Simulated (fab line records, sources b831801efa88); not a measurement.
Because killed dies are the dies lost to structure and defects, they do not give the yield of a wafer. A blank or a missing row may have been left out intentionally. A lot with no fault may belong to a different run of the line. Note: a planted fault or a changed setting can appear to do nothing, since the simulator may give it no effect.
Matching of chambers | flow gf180mcu | GF_V5_CMP_04 on cmp-01: 4 sister chambers
The step polishes SiO2. 8 wafers are shown with their chamber, then 7 later ones without.

WAFERS, EACH WITH ITS CHAMBER
wafer  | chamber | motor current A (A)
L207.2 | 3       | 11.3
L207.4 | 1       | 14.5
L207.5 | 1       | 13.3
L212.2 | 3       | 11.2
L212.4 | 2       | 13.3
L212.5 | 0       | 10.6
L216.2 | 2       | 13.5
L216.4 | 0       | 10.7

WAFERS WHOSE CHAMBER IS MISSING
wafer  | motor current A (A)
L216.5 | 12.9
L217.1 | 11.7
L217.4 | 14.1
L217.5 | 12.4
L222.2 | 12.5
L222.4 | 11.1
L222.5 | 12.1

CHAMBER TAKEN BY EACH
wafer  | from the rows above               | in truth
L216.5 | can't be placed: 2 or 1           | 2
L217.1 | can't be placed: 3 or 0           | 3
L217.4 | can't be placed: 1 or 2           | 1
L217.5 | can't be placed: 2 or 3 or 1 or 0 | 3
L222.2 | can't be placed: 2 or 3 or 1      | 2
L222.4 | can't be placed: 3 or 0           | 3
L222.5 | can't be placed: 3 or 2 or 0      | 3
Placed correctly: 0 of 7. From these rows, 7 cannot be placed; in 7 the true chamber is one of the candidates. Wrongly placed: 0.
How it was worked out, from the rows above alone: a wafer's distance from a chamber is the root of the sum, over the readings, of the square of ((its reading less the chamber's mean) divided by the reading's scatter). The wafer belongs to the nearest chamber; if the next one is less than 2 further off, it can't be placed. For every chamber, the mean is computed from those of its wafers that are shown. How the scatter is found: for the shown wafers, subtract from each reading the mean of its chamber, square and add these, divide the total by (wafers less chambers), then take the root.
